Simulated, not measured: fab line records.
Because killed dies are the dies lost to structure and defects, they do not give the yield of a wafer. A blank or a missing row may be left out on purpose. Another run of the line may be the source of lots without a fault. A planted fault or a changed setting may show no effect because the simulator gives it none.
fab line records + flow sky130
[record]
- lots = 11
- wafers = 33
- last_day = 50
route steps=708 shown LDD_HVN@277 LDD_LDN@302 SD_P@327 PAD_OPEN@708
lots untouched by any fault: they come from a run of this same line in which no faults occurred
start_h: the number of hours between the record's first day and the start of the first shown wafer of the lot + wait_h: hours from the lot's prior step to this one + " the same as in the row above + L1.1+2: a single row standing in for several wafers + - value missing, or start not given + * or withheld: withheld + < > ~ a bound
route shown NAME@n: names a module that has steps shown in the file, with the first one's number in the route + usual: average and standard deviation across the fault-free wafers + same: alike in all rows + chamber/n: place in a boat + sites: each site's reading + _std_site: standard deviation across them + _edge_site: inner sites' mean taken away from outer sites' mean + radius_mm: how far each site lies from the wafer's centre + mask NAME#n: copy n + behind: the last tool/chamber to shape the wafer + hold: what put the lot on hold/how long, in hours/how the hold closed + device: the transistor (n, p or np) that didn't switch + end of line: the same wafers' tests at the end of the route + a step given without rows: its recipe and nothing more + killed: not the wafer's yield, but the dies lost to structure and defects at the first sort + map: the dies of a wafer, with x for killed, . for not killed, _ for no die there
set.NAME: the run value of the setting; set.NAME@STEP: its run value at that earlier step + model.NAME: the simulator's own value behind a step, which no gauge read
route steps across a sampled set of lots; one table per step, one row per wafer
services: when a tool's chamber went out of use (start_h, in hours from the record's first day, below 0 if earlier), for how many hours, and the reason
[[steps]]
[step SKY_LDD_HVN_TW_MEAS_10]
[usual]
- LDD_HVN_TW = 1433/12
| lot.wafer | tool          | chamber | start_h | wait_h | LDD_HVN_TW |
|-----------|---------------|---------|---------|--------|------------|
| L999.2    | film_metro-04 | -       | 488.58  | 0.1    | 1432       |
| L999.3    | "             | -       | "       | "      | 1439       |
| L999.5    | "             | -       | "       | "      | 1435       |
| L100.2    | film_metro-04 | -       | 502.54  | 0.1    | 1438       |
| L100.4    | "             | -       | "       | "      | 1439       |
| L100.6    | "             | -       | "       | "      | 1434       |
| L101.1    | film_metro-01 | -       | 502.62  | 0.1    | 1419       |
| L101.3    | "             | -       | "       | "      | 1421       |
| L101.6    | "             | -       | "       | "      | 1420       |
| L102.1    | film_metro-04 | -       | 516.47  | 0.1    | 1438       |
| L102.2    | "             | -       | "       | "      | 1443       |
| L102.5    | "             | -       | "       | "      | 1440       |
| L110.1    | film_metro-01 | -       | 597.68  | 0.1    | 1412       |
| L110.5    | "             | -       | "       | "      | 1420       |
| L110.6    | "             | -       | "       | "      | 1415       |
| L109.2    | film_metro-01 | -       | 599.43  | 0.1    | 1414       |
| L109.4    | "             | -       | "       | "      | 1410       |
| L109.5    | "             | -       | "       | "      | 1415       |
| L111.1    | film_metro-01 | -       | 609.12  | 0.1    | 1459       |
| L111.2    | "             | -       | "       | "      | 1453       |
| L111.6    | "             | -       | "       | "      | 1449       |
| L113.1    | film_metro-04 | -       | 624.98  | 0.1    | 1429       |
| L113.3    | "             | -       | "       | "      | 1439       |
| L113.4    | "             | -       | "       | "      | 1431       |
| L115.1    | film_metro-01 | -       | 637.47  | 0.1    | 1435       |
| L115.3    | "             | -       | "       | "      | 1449       |
| L115.5    | "             | -       | "       | "      | 1454       |
| L114.3    | film_metro-04 | -       | 638.69  | 0.1    | 1432       |
| L114.4    | "             | -       | "       | "      | 1431       |
| L114.5    | "             | -       | "       | "      | 1428       |
| L116.1    | film_metro-02 | -       | 638.82  | 0.1    | 1438       |
| L116.5    | "             | -       | "       | "      | 1443       |
| L116.6    | "             | -       | "       | "      | 1438       |
[step SKY_LDD_LDN_TW_MEAS_13]
[usual]
- LDD_LDN_TW = 1479/11
| lot.wafer | tool          | chamber | start_h | wait_h | LDD_LDN_TW |
|-----------|---------------|---------|---------|--------|------------|
| L999.2    | film_metro-01 | -       | 550.09  | 0.1    | 1459       |
| L999.3    | "             | -       | "       | "      | 1453       |
| L999.5    | "             | -       | "       | "      | 1466       |
| L100.2    | film_metro-01 | -       | 562.92  | 0.1    | 1458       |
| L100.4    | "             | -       | "       | "      | 1457       |
| L100.6    | "             | -       | "       | "      | 1458       |
| L101.1    | film_metro-01 | -       | 563.21  | 0.1    | 1465       |
| L101.3    | "             | -       | "       | "      | 1455       |
| L101.6    | "             | -       | "       | "      | 1459       |
| L102.1    | film_metro-04 | -       | 577.14  | 0.1    | 1478       |
| L102.2    | "             | -       | "       | "      | 1482       |
| L102.5    | "             | -       | "       | "      | 1483       |
| L110.1    | film_metro-03 | -       | 657.08  | 0.1    | 1474       |
| L110.5    | "             | -       | "       | "      | 1479       |
| L110.6    | "             | -       | "       | "      | 1484       |
| L109.2    | film_metro-01 | -       | 658.94  | 0.1    | 1492       |
| L109.4    | "             | -       | "       | "      | 1499       |
| L109.5    | "             | -       | "       | "      | 1493       |
| L111.1    | film_metro-03 | -       | 667.51  | 0.1    | 1481       |
| L111.2    | "             | -       | "       | "      | 1476       |
| L111.6    | "             | -       | "       | "      | 1480       |
| L113.1    | film_metro-03 | -       | 682.33  | 0.1    | 1476       |
| L113.3    | "             | -       | "       | "      | 1478       |
| L113.4    | "             | -       | "       | "      | 1476       |
| L115.1    | film_metro-04 | -       | 693.86  | 0.1    | 1475       |
| L115.3    | "             | -       | "       | "      | 1469       |
| L115.5    | "             | -       | "       | "      | 1484       |
| L114.3    | film_metro-03 | -       | 695.15  | 0.1    | 1481       |
| L114.4    | "             | -       | "       | "      | 1475       |
| L114.5    | "             | -       | "       | "      | 1480       |
| L116.1    | film_metro-03 | -       | 696.24  | 0.1    | 1485       |
| L116.5    | "             | -       | "       | "      | 1480       |
| L116.6    | "             | -       | "       | "      | 1489       |
[step SKY_SD_P_CD_MEAS_07]
[recipe]
- target_cd_nm = 380
[usual]
- cd_nm = 380.1/2.5
| lot.wafer | tool      | chamber | start_h | wait_h | cd_nm |
|-----------|-----------|---------|---------|--------|-------|
| L999.2    | cd_sem-01 | -       | 611.05  | 0.1    | 378.6 |
| L999.3    | "         | -       | "       | "      | 381.2 |
| L999.5    | "         | -       | "       | "      | 380.4 |
| L100.2    | cd_sem-02 | -       | 624.36  | 0.1    | 378.9 |
| L100.4    | "         | -       | "       | "      | 377.4 |
| L100.6    | "         | -       | "       | "      | 377.5 |
| L101.1    | cd_sem-02 | -       | 624.58  | 0.1    | 378.6 |
| L101.3    | "         | -       | "       | "      | 378.2 |
| L101.6    | "         | -       | "       | "      | 378.4 |
| L102.1    | cd_sem-01 | -       | 638.08  | 0.1    | 379.2 |
| L102.2    | "         | -       | "       | "      | 381.0 |
| L102.5    | "         | -       | "       | "      | 380.8 |
| L110.1    | cd_sem-02 | -       | 715.73  | 0.1    | 382.9 |
| L110.5    | "         | -       | "       | "      | 383.2 |
| L110.6    | "         | -       | "       | "      | 381.8 |
| L109.2    | cd_sem-01 | -       | 716.21  | 0.1    | 383.3 |
| L109.4    | "         | -       | "       | "      | 384.4 |
| L109.5    | "         | -       | "       | "      | 384.7 |
| L111.1    | cd_sem-01 | -       | 724.44  | 0.1    | 378.1 |
| L111.2    | "         | -       | "       | "      | 376.0 |
| L111.6    | "         | -       | "       | "      | 380.0 |
| L113.1    | cd_sem-01 | -       | 741.95  | 0.2    | 373.5 |
| L113.3    | "         | -       | "       | "      | 374.6 |
| L113.4    | "         | -       | "       | "      | 374.3 |
| L115.1    | cd_sem-02 | -       | 750.68  | 0.1    | 381.9 |
| L115.3    | "         | -       | "       | "      | 381.8 |
| L115.5    | "         | -       | "       | "      | 379.4 |
| L114.3    | cd_sem-02 | -       | 753.50  | 0.1    | 378.4 |
| L114.4    | "         | -       | "       | "      | 379.1 |
| L114.5    | "         | -       | "       | "      | 379.1 |
| L116.1    | cd_sem-01 | -       | 754.06  | 0.1    | 381.4 |
| L116.5    | "         | -       | "       | "      | 382.7 |
| L116.6    | "         | -       | "       | "      | 382.9 |
[step SKY_SD_P_IMPLANT_09]
[recipe]
- species = BF2
- energy_kev = 20
- dose_cm2 = 3e+15
- tilt_deg = 0
[usual]
- beam_energy_keV = 20.001/0.0059
| lot.wafer | tool         | chamber | start_h | wait_h | beam_energy_keV |
|-----------|--------------|---------|---------|--------|-----------------|
| L999.2    | implanter-01 | 0       | 611.21  | 0.0    | 20.011          |
| L999.3    | "            | 0       | "       | "      | 20.000          |
| L999.5    | "            | 0       | "       | "      | 20.008          |
| L100.2    | implanter-01 | 0       | 624.52  | 0.0    | 28.903          |
| L100.4    | "            | 0       | "       | "      | 28.914          |
| L100.6    | "            | 0       | "       | "      | 28.903          |
| L101.1    | implanter-01 | 0       | 624.74  | 0.0    | 28.909          |
| L101.3    | "            | 0       | "       | "      | 28.902          |
| L101.6    | "            | 0       | "       | "      | 28.910          |
| L102.1    | implanter-01 | 0       | 638.24  | 0.0    | 28.914          |
| L102.2    | "            | 0       | "       | "      | 28.908          |
| L102.5    | "            | 0       | "       | "      | 28.917          |
| L110.1    | implanter-01 | 0       | 715.89  | 0.0    | 19.991          |
| L110.5    | "            | 0       | "       | "      | 19.997          |
| L110.6    | "            | 0       | "       | "      | 20.007          |
| L109.2    | implanter-01 | 0       | 716.37  | 0.0    | 19.987          |
| L109.4    | "            | 0       | "       | "      | 20.001          |
| L109.5    | "            | 0       | "       | "      | 19.993          |
| L111.1    | implanter-04 | 0       | 724.60  | 0.0    | 19.995          |
| L111.2    | "            | 0       | "       | "      | 20.002          |
| L111.6    | "            | 0       | "       | "      | 20.003          |
| L113.1    | implanter-04 | 0       | 742.10  | 0.0    | 20.013          |
| L113.3    | "            | 0       | "       | "      | 20.012          |
| L113.4    | "            | 0       | "       | "      | 20.008          |
| L115.1    | implanter-04 | 0       | 750.84  | 0.0    | 19.998          |
| L115.3    | "            | 0       | "       | "      | 19.995          |
| L115.5    | "            | 0       | "       | "      | 19.997          |
| L114.3    | implanter-01 | 0       | 753.68  | 0.1    | 20.001          |
| L114.4    | "            | 0       | "       | "      | 19.999          |
| L114.5    | "            | 0       | "       | "      | 20.001          |
| L116.1    | implanter-04 | 0       | 754.21  | 0.0    | 20.002          |
| L116.5    | "            | 0       | "       | "      | 20.003          |
| L116.6    | "            | 0       | "       | "      | 19.987          |
[step SKY_SD_P_STRIP_10]
[recipe]
- chemistry = O2/N2
- power_w = 1400
- pressure_mtorr = 1500
- platen_temp_c = withheld
- o2_flow_sccm = 3000
- n2_flow_sccm = 300
- overash_fraction = 0.5
[usual]
- drypump_motor_current_A = 5.8/0.49
- n2_flow_sccm = 300.1/0.95
- oes_product_au = 0.617/0.0042
- strip_time_to_endpoint_s = 17.49/0.037
| lot.wafer | tool            | chamber | start_h | wait_h | drypump_motor_current_A | n2_flow_sccm | oes_product_au | rf_hours_counter_h | strip_time_to_endpoint_s |
|-----------|-----------------|---------|---------|--------|-------------------------|--------------|----------------|--------------------|--------------------------|
| L999.2    | plasma_asher-01 | 1       | 611.34  | 0.1    | 5.0                     | 299.4        | 0.618          | 91                 | 17.51                    |
| L999.3    | "               | 0       | "       | "      | 6.4                     | 299.9        | 0.615          | -                  | 17.54                    |
| L999.5    | "               | 1       | "       | "      | 5.0                     | 299.0        | 0.621          | -                  | 17.55                    |
| L100.2    | plasma_asher-01 | 0       | 624.65  | 0.1    | 6.4                     | 299.3        | 0.590          | 93                 | 18.90                    |
| L100.4    | "               | 0       | "       | "      | 6.4                     | 299.2        | 0.594          | -                  | 18.87                    |
| L100.6    | "               | 0       | "       | "      | 6.4                     | 301.0        | 0.589          | -                  | 18.88                    |
| L101.1    | plasma_asher-02 | 1       | 624.89  | 0.1    | 5.5                     | 302.0        | 0.585          | 17                 | 18.80                    |
| L101.3    | "               | 0       | "       | "      | 6.3                     | 300.6        | 0.593          | -                  | 18.84                    |
| L101.6    | "               | 0       | "       | "      | 6.3                     | 300.4        | 0.591          | -                  | 18.78                    |
| L102.1    | plasma_asher-03 | 1       | 638.39  | 0.1    | 5.6                     | 300.4        | 0.591          | 53                 | 18.85                    |
| L102.2    | "               | 0       | "       | "      | 5.9                     | 300.3        | 0.592          | 53                 | 18.87                    |
| L102.5    | "               | 0       | "       | "      | 5.9                     | 300.9        | 0.598          | -                  | 18.89                    |
| L110.1    | plasma_asher-01 | 1       | 716.04  | 0.1    | 5.0                     | 300.3        | 0.620          | 102                | 17.50                    |
| L110.5    | "               | 0       | "       | "      | 6.4                     | 301.0        | 0.616          | -                  | 17.50                    |
| L110.6    | "               | 1       | "       | "      | 5.0                     | 299.5        | 0.614          | -                  | 17.52                    |
| L109.2    | plasma_asher-02 | 1       | 716.50  | 0.1    | 5.4                     | 299.6        | 0.613          | 26                 | 17.45                    |
| L109.4    | "               | 0       | "       | "      | 6.3                     | 301.0        | 0.612          | -                  | 17.49                    |
| L109.5    | "               | 0       | "       | "      | 6.3                     | 299.3        | 0.614          | -                  | 17.50                    |
| L111.1    | plasma_asher-02 | 1       | 724.75  | 0.1    | 5.4                     | 300.0        | 0.615          | 27                 | 17.53                    |
| L111.2    | "               | 0       | "       | "      | 6.3                     | 300.4        | 0.630          | 27                 | 17.49                    |
| L111.6    | "               | 1       | "       | "      | 5.4                     | 299.4        | 0.617          | -                  | 17.43                    |
| L113.1    | plasma_asher-02 | 0       | 742.25  | 0.1    | 6.3                     | 299.2        | 0.623          | 29                 | 17.46                    |
| L113.3    | "               | 0       | "       | "      | 6.3                     | 299.4        | 0.625          | -                  | 17.46                    |
| L113.4    | "               | 1       | "       | "      | 5.5                     | 299.7        | 0.625          | -                  | 17.48                    |
| L115.1    | plasma_asher-03 | 0       | 750.99  | 0.1    | 5.9                     | 300.3        | 0.613          | 62                 | 17.48                    |
| L115.3    | "               | 0       | "       | "      | 5.9                     | 299.4        | 0.608          | -                  | 17.45                    |
| L115.5    | "               | 1       | "       | "      | 5.7                     | 300.0        | 0.614          | -                  | 17.51                    |
| L114.3    | plasma_asher-01 | 1       | 753.81  | 0.1    | 5.0                     | 301.7        | 0.616          | -                  | 17.45                    |
| L114.4    | "               | 0       | "       | "      | 6.4                     | 299.5        | 0.620          | -                  | 17.45                    |
| L114.5    | "               | 1       | "       | "      | 5.0                     | 299.8        | 0.618          | -                  | 17.40                    |
| L116.1    | plasma_asher-02 | 0       | 754.36  | 0.1    | 6.4                     | 300.0        | 0.622          | 31                 | 17.46                    |
| L116.5    | "               | 1       | "       | "      | 5.5                     | 297.9        | 0.618          | -                  | 17.47                    |
| L116.6    | "               | 0       | "       | "      | 6.3                     | 299.0        | 0.614          | -                  | 17.46                    |
[step SKY_SD_P_TW_MEAS_11]
[usual]
- SD_P_TW = 2830/14
| lot.wafer | tool          | chamber | start_h | wait_h | hold                     | SD_P_TW |
|-----------|---------------|---------|---------|--------|--------------------------|---------|
| L999.2    | film_metro-02 | -       | 611.45  | 0.1    | -                        | 2846    |
| L999.3    | "             | -       | "       | "      | -                        | 2838    |
| L999.5    | "             | -       | "       | "      | -                        | 2830    |
| L100.2    | film_metro-02 | -       | 624.76  | 0.1    | await_dispo/0.2h/release | 3117    |
| L100.4    | "             | -       | "       | "      | await_dispo/0.2h/release | 3117    |
| L100.6    | "             | -       | "       | "      | await_dispo/0.2h/release | 3133    |
| L100.2    | film_metro-02 | -       | 625.06  | 0.3    | -                        | 3114    |
| L100.4    | "             | -       | "       | "      | -                        | 3117    |
| L100.6    | "             | -       | "       | "      | -                        | 3111    |
| L101.1    | film_metro-02 | -       | 624.99  | 0.1    | await_dispo/0.2h/release | 3128    |
| L101.3    | "             | -       | "       | "      | await_dispo/0.2h/release | 3119    |
| L101.6    | "             | -       | "       | "      | await_dispo/0.2h/release | 3111    |
| L101.1    | film_metro-02 | -       | 625.22  | 0.2    | -                        | 3130    |
| L101.3    | "             | -       | "       | "      | -                        | 3120    |
| L101.6    | "             | -       | "       | "      | -                        | 3112    |
| L102.1    | film_metro-01 | -       | 638.49  | 0.1    | await_dispo/0.2h/release | 3116    |
| L102.2    | "             | -       | "       | "      | await_dispo/0.2h/release | 3156    |
| L102.5    | "             | -       | "       | "      | await_dispo/0.2h/release | 3147    |
| L102.1    | film_metro-01 | -       | 638.72  | 0.2    | -                        | 3148    |
| L102.2    | "             | -       | "       | "      | -                        | 3139    |
| L102.5    | "             | -       | "       | "      | -                        | 3123    |
| L110.1    | film_metro-02 | -       | 716.14  | 0.1    | -                        | 2833    |
| L110.5    | "             | -       | "       | "      | -                        | 2841    |
| L110.6    | "             | -       | "       | "      | -                        | 2824    |
| L109.2    | film_metro-04 | -       | 716.61  | 0.1    | -                        | 2798    |
| L109.4    | "             | -       | "       | "      | -                        | 2804    |
| L109.5    | "             | -       | "       | "      | -                        | 2820    |
| L111.1    | film_metro-04 | -       | 724.85  | 0.1    | -                        | 2843    |
| L111.2    | "             | -       | "       | "      | -                        | 2829    |
| L111.6    | "             | -       | "       | "      | -                        | 2819    |
| L113.1    | film_metro-01 | -       | 742.35  | 0.1    | -                        | 2842    |
| L113.3    | "             | -       | "       | "      | -                        | 2852    |
| L113.4    | "             | -       | "       | "      | -                        | 2826    |
| L115.1    | film_metro-02 | -       | 751.09  | 0.1    | -                        | 2808    |
| L115.3    | "             | -       | "       | "      | -                        | 2828    |
| L115.5    | "             | -       | "       | "      | -                        | 2828    |
| L114.3    | film_metro-01 | -       | 753.90  | 0.1    | -                        | 2833    |
| L114.4    | "             | -       | "       | "      | -                        | 2820    |
| L114.5    | "             | -       | "       | "      | -                        | 2827    |
| L116.1    | film_metro-04 | -       | 754.46  | 0.1    | -                        | 2791    |
| L116.5    | "             | -       | "       | "      | -                        | 2817    |
| L116.6    | "             | -       | "       | "      | -                        | 2803    |
[step SKY_SD_N_RS_MEAS_17]
[recipe]
- thk_meas_gauge = four-point-probe
[usual]
- SD_P_RS = 147.1/0.33
| lot.wafer | tool          | chamber | start_h | wait_h | hold                     | SD_P_RS[ohm/sq] |
|-----------|---------------|---------|---------|--------|--------------------------|-----------------|
| L999.2    | film_metro-02 | -       | 670.54  | 0.1    | -                        | 147.0           |
| L999.3    | "             | -       | "       | "      | -                        | 146.9           |
| L999.5    | "             | -       | "       | "      | -                        | 146.7           |
| L100.2    | film_metro-02 | -       | 683.16  | 0.1    | await_dispo/0.2h/release | 122.4           |
| L100.4    | "             | -       | "       | "      | await_dispo/0.2h/release | 122.6           |
| L100.6    | "             | -       | "       | "      | await_dispo/0.2h/release | 122.5           |
| L100.2    | film_metro-02 | -       | 683.58  | 0.4    | -                        | 122.5           |
| L100.4    | "             | -       | "       | "      | -                        | 122.1           |
| L100.6    | "             | -       | "       | "      | -                        | 122.7           |
| L101.1    | film_metro-04 | -       | 683.27  | 0.1    | await_dispo/0.2h/release | 122.7           |
| L101.3    | "             | -       | "       | "      | await_dispo/0.2h/release | 122.8           |
| L101.6    | "             | -       | "       | "      | await_dispo/0.2h/release | 122.7           |
| L101.1    | film_metro-04 | -       | 683.69  | 0.4    | -                        | 122.8           |
| L101.3    | "             | -       | "       | "      | -                        | 122.4           |
| L101.6    | "             | -       | "       | "      | -                        | 122.6           |
| L102.1    | film_metro-04 | -       | 695.72  | 0.1    | await_dispo/0.2h/release | 122.4           |
| L102.2    | "             | -       | "       | "      | await_dispo/0.2h/release | 122.7           |
| L102.5    | "             | -       | "       | "      | await_dispo/0.2h/release | 122.5           |
| L102.1    | film_metro-04 | -       | 696.14  | 0.4    | -                        | 122.4           |
| L102.2    | "             | -       | "       | "      | -                        | 122.6           |
| L102.5    | "             | -       | "       | "      | -                        | 122.8           |
| L110.1    | film_metro-02 | -       | 772.00  | 0.1    | -                        | 146.7           |
| L110.5    | "             | -       | "       | "      | -                        | 146.7           |
| L110.6    | "             | -       | "       | "      | -                        | 146.6           |
| L109.2    | film_metro-01 | -       | 772.44  | 0.1    | -                        | 146.7           |
| L109.4    | "             | -       | "       | "      | -                        | 147.2           |
| L109.5    | "             | -       | "       | "      | -                        | 147.1           |
| L111.1    | film_metro-01 | -       | 779.82  | 0.1    | -                        | 146.9           |
| L111.2    | "             | -       | "       | "      | -                        | 146.8           |
| L111.6    | "             | -       | "       | "      | -                        | 147.2           |
| L113.1    | film_metro-01 | -       | 796.52  | 0.1    | -                        | 147.0           |
| L113.3    | "             | -       | "       | "      | -                        | 147.1           |
| L113.4    | "             | -       | "       | "      | -                        | 146.3           |
| L115.1    | film_metro-01 | -       | 804.35  | 0.1    | -                        | 147.0           |
| L115.3    | "             | -       | "       | "      | -                        | 146.6           |
| L115.5    | "             | -       | "       | "      | -                        | 147.0           |
| L116.1    | film_metro-01 | -       | 808.59  | 0.1    | -                        | 146.9           |
| L116.5    | "             | -       | "       | "      | -                        | 146.2           |
| L116.6    | "             | -       | "       | "      | -                        | 146.8           |
| L114.3    | film_metro-02 | -       | 808.59  | 0.1    | -                        | 147.3           |
| L114.4    | "             | -       | "       | "      | -                        | 146.8           |
| L114.5    | "             | -       | "       | "      | -                        | 146.5           |
[step SKY_PAD_OPEN_PROBE_99]
[usual]
- defect_limited_yield = 82.4/1.7
- killed_at_M0_to_M3 = 44/6.9
- killed_at_M4_up = 3.3/1.7
- killed_at_contacts = 24/4.7
- killed_at_front_end = 15/4.5
- killed_at_other = 0.2/0.49
- killed_dies = 86/8.4
- killed_open = 47/6.5
- killed_short = 39/6
- sort_bin_3_pad_short = 0.9/0.4
- sort_bin_5_function = 10.4/1.5
- sort_bin_6_memory = 6.3/1
- sort_n_pass = 406/8.4
- sort_yield_pct = 82.4/1.7
[same]
- gross_dies = 492
- killed_at_back_side = 0
- sort_bin_4_leakage[%] = 0
- sort_bin_8_speed[%] = 0
| lot.wafer | tool      | chamber | start_h | wait_h | defect_limited_yield[%] | killed_at_M0_to_M3 | killed_at_M4_up | killed_at_contacts | killed_at_front_end | killed_at_other | killed_dies | killed_open | killed_short | sort_bin_3_pad_short[%] | sort_bin_5_function[%] | sort_bin_6_memory[%] | sort_n_pass | sort_yield_pct[%] |
|-----------|-----------|---------|---------|--------|-------------------------|--------------------|-----------------|--------------------|---------------------|-----------------|-------------|-------------|--------------|-------------------------|------------------------|----------------------|-------------|-------------------|
| L116.1    | prober-02 | -       | 1188.34 | 0.1    | 80.5                    | 53                 | 2               | 28                 | 13                  | 0               | 96          | 50          | 46           | 1.2                     | 9.1                    | 9.1                  | 396         | 80.5              |
| L116.5    | prober-02 | -       | 1188.54 | 0.2    | 83.7                    | 36                 | 1               | 25                 | 18                  | 0               | 80          | 44          | 36           | 1.4                     | 8.9                    | 5.9                  | 412         | 83.7              |
| L116.6    | prober-02 | -       | 1188.59 | 0.2    | 84.1                    | 44                 | 6               | 19                 | 9                   | 0               | 78          | 37          | 41           | 0.8                     | 8.7                    | 6.3                  | 414         | 84.1              |
// killed by level:class
L116.1 VIA1:geometric_particle:open=14 CONTACT:geometric_particle:open=9 VIA3:geometric_particle:open=8 CONTACT:geometric_particle:short=7 LI_CONTACT:geometric_particle:open=6 METAL2:geometric_particle:short=6 VIA1:geometric_particle:short=6 VIA3:geometric_particle:short=6
L116.5 CONTACT:geometric_particle:open=10 LI_CONTACT:geometric_particle:open=7 VIA1:geometric_particle:open=7 FIELD_ISO:geometric_particle:open=6 METAL1:geometric_particle:short=5 CONTACT:geometric_particle:short=4 VIA1:geometric_particle:short=4 METAL2:geometric_particle:short=4
L116.6 VIA2:geometric_particle:open=10 METAL1:geometric_particle:short=10 METAL2:geometric_particle:short=7 LOCAL_INTERCONNECT:geometric_particle:short=5 CONTACT:geometric_particle:open=5 LI_CONTACT:geometric_particle:open=4 CONTACT:geometric_particle:short=4 VIA1:geometric_particle:open=4
[[services]]
| tool            | chamber | start_h | hours | kind       |
|-----------------|---------|---------|-------|------------|
| implanter-04    | -       | 606.32  | 20.2  | repair     |
| implanter-04    | -       | 634.88  | 5.9   | repair     |
| plasma_asher-03 | -       | 639.03  | 2.8   | pm         |
| implanter-01    | -       | 650.37  | 3.5   | pm         |
| plasma_asher-03 | -       | 691.11  | 0.6   | repair     |
| plasma_asher-02 | -       | 704.44  | 0.4   | repair     |
| plasma_asher-03 | -       | 714.25  | 14.6  | pm         |
| plasma_asher-03 | -       | 730.17  | 1.0   | repair     |
| implanter-04    | -       | 732.52  | 3.9   | pm         |
| plasma_asher-01 | -       | 733.75  | 9.0   | pm         |
| plasma_asher-01 | 0       | 733.75  | 9.0   | vent_cycle |
| plasma_asher-01 | 1       | 733.75  | 9.0   | vent_cycle |
| plasma_asher-01 | 0       | 742.75  | -     | clean      |
| plasma_asher-01 | 1       | 742.75  | -     | clean      |
| plasma_asher-03 | -       | 749.54  | 1.2   | repair     |
[[key]]
[first_sign]
- step = SKY_SD_P_IMPLANT_09
- reading = beam_energy_keV
- direction = up
- sigmas = 99+
- usual = *
- struck = *
[effect]
- step = SKY_SD_P_STRIP_10
- reading = strip_time_to_endpoint_s
- direction = up
- sigmas = 36
- usual = *
- struck = *
[effect]
- step = SKY_SD_P_TW_MEAS_11
- reading = visit
- direction = added
[effect]
- step = SKY_SD_P_TW_MEAS_11
- reading = SD_P_TW
- direction = up
- sigmas = 21
- usual = 2830
- struck = 3127
[effect]
- step = SKY_SD_N_RS_MEAS_17
- reading = SD_P_RS
- direction = down
- sigmas = 75
- usual = 147.1
- struck = 122.6
met_at SKY_SD_P_IMPLANT_09
struck_lots L100,L101,L102
scrapped_behind SKY_SD_N_RS_MEAS_17 L100.2,L100.4,L100.6,L101.1,L101.3,L101.6,L102.1,L102.2,L102.5
not_acting_at SKY_LDD_HVN_TW_MEAS_10,SKY_LDD_LDN_TW_MEAS_13,SKY_SD_P_CD_MEAS_07
[fault]
- kind = process_parameter_drift
- tool = implanter-01
- chamber = -
- onset_h = 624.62
- steps = SKY_SD_P_IMPLANT_09
- channel = energy_kev
- offset = *
- shape = step
- end_h = 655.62
- acts_in = *
- stated = *
